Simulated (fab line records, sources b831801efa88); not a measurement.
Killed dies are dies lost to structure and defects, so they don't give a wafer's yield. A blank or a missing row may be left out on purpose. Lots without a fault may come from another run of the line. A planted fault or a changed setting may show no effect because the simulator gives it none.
A struck lot beside a sound one | flow gf180mcu | 11 steps out of a route of 602
Sound: wafers L697.2, L697.3, L697.5. Struck: wafers L687.3, L687.4, L687.5. The cause comes at the end.
At each step with rows: each side's tool, then ch and its chambers, then its first start. Under that, the readings that differ: sound wafers | struck wafers | difference of the means | sigmas: that difference in standard deviations of wafers without a fault.
alike: readings whose means differ by less than 2 such deviations, and words and numbers that are the same on both sides. not compared: withheld readings, readings that some wafer has no value for, bounds like >300 that may hide the same value, and numbers for which the record gives no deviation and whose values overlap.
The two part at a step that has a row with sigmas, a row that says differs or no value, or rows on one side only. Numbers that don't overlap but have no deviation are shown without sigmas and don't part them. A reading that every wafer of one side lacks parts them only if that side has two wafers or more.

GF_STI_BOW_MEAS_00:
  sound on film_metro-01, day 4 03:01; struck on film_metro-03, day 2 01:02
  alike: INCOMING_BOW
then, 1 step without rows for these wafers: GF_STI_OXIDATION_01 (stabilise 600 s, purge 300 s, target thk 10 nm).
GF_STI_THK_MEAS_02:
  sound on film_metro-01, day 4 05:38; struck on film_metro-01, day 2 02:32
  alike: STI_OXIDATION_THK
then, 1 step without rows for these wafers: GF_STI_CVD_03 (deposits Si3N4 from DCS/NH3, target thk 207.16 nm, time 3551 s).
GF_STI_THK_MEAS_04:
  sound on film_metro-01, day 4 07:41; struck on film_metro-03, day 2 04:35
  alike: STI_CVD_03_THK
then, 4 steps without rows for these wafers: GF_STI_DEHYDRATE_05 (time 60 s); GF_STI_HMDS_06 (prime time 60 s); GF_STI_COAT_07 (resist thk 700 nm); GF_STI_SOFTBAKE_08 (time 60 s).
GF_STI_EXPOSE_09: exposes mask COMP, target cd 220 nm.
  sound on krf_scanner-01 ch 0, day 4 14:46; struck on krf_scanner-01, day 2 10:53
  no value came back on the struck wafers for exposure_dose_mJ_cm2, focus_offset_nm (nm), na; on the sound wafers exposure_dose_mJ_cm2 reads 27.940 27.978 27.940
  alike: mask
then, 1 step without rows for these wafers: GF_STI_PEB_10 (peb time 90 s).

WHERE THEY PART
Only at GF_STI_EXPOSE_09, within this record.

WHY: what the simulator had put in
Skipped step whole: krf_scanner-01, from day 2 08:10 on, at GF_STI_EXPOSE_09. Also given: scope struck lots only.
